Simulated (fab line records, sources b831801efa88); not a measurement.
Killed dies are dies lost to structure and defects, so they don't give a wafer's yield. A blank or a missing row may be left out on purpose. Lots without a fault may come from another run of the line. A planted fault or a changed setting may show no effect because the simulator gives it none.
Problem report in the 8D (eight disciplines) form, filled by code | flow sky130 | the parts of the form that need people (team, actions taken, sign-off) are left out

1. THE PROBLEM
rf_fwd_power_W at SKY_VIA1_ETCH_14 reads a mean of 575.0 W on 9 wafers of 3 lots; wafers without a fault read 494.8 W with a standard deviation of 1.9. That is +42 standard deviations from the usual mean.
The step: etches BARC in N2/H2, stops on SiO2, time 45.9 s, target depth 60 nm.
First seen on wafer L596.1, day 35 12:08, on rie_diel-03. The record holds 36 wafers of 12 lots with a number at this step. Rule for "out", or "out of limits": more than 4 standard deviations from the usual mean. The other wafers with a number count as sound.

2. WHAT IT IS AND WHAT IT IS NOT
question                    | is                     | is not
which readings at this step | rf_fwd_power_W         | drypump_motor_current_A, oes_product_au, throttle_valve_pct
which lots                  | L596, L599, L600       | L594, L597, L601, L603, L606, L607, L608, L609, L613
which wafers of those lots  | all that have a number | -
read on which tools         | rie_diel-03            | rie_diel-01, rie_diel-04
when                        | from day 35 12:08      | up to then (6 sound wafers); but 21 sound wafers of L601, L603, L606, L607, L608, L609, L613 came after

3. SUSPECTS, AND WHAT RULES EACH OUT
Counting: a tool at a process step up to the reading stays a suspect if it ran every lot that is out and no sound lot after the first of them.
- rie_diel-03 at SKY_VIA1_ETCH_14 (etches BARC in N2/H2, stops on SiO2, time 45.9 s, target depth 60 nm): kept. It ran every lot that is out, first L596 (day 35 12:08), and no sound lot after that; its last sound lot up to then is L597 (day 35 08:59). Its own readings are out on those wafers: rf_fwd_power_W.
Left after counting: rie_diel-03 at SKY_VIA1_ETCH_14.

4. THE CAUSE (what the simulator had put in)
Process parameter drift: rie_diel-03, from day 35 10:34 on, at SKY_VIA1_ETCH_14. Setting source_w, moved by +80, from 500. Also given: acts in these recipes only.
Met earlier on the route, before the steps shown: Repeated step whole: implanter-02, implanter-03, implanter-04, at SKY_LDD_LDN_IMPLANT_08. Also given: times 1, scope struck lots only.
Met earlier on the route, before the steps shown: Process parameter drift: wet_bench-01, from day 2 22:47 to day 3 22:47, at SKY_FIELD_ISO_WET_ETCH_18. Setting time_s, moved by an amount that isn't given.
Counting left only this tool.

5. THE CHAIN OF EFFECTS, in route order
Each row: a reading whose mean over the struck wafers that have a number lies more than 3 standard deviations from the usual. Only readings for which the record gives a usual standard deviation are gone through. hours: the time from each lot's start at the first step in this table that gives one to its start at this step, as a median over the lots. sigmas: the change in usual standard deviations.
hours | step              | reading                  | usual   | on struck wafers | change | sigmas
0     | SKY_VIA1_ETCH_14  | rf_fwd_power_W           | 494.8 W | 575.0            | +80.2  | +42
0     | SKY_VIA1_STRIP_16 | strip_time_to_endpoint_s | 4.453 s | 4.391            | -0.062 | -3.7
The process steps in it:
- SKY_VIA1_ETCH_14: etches BARC in N2/H2, stops on SiO2, time 45.9 s, target depth 60 nm.
- SKY_VIA1_STRIP_16: strips in O2/N2.

6. WHAT WOULD HAVE CAUGHT IT SOONER
In this record the first reading out of limits was taken at day 35 12:08, 2 hours after the fault began at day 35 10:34.
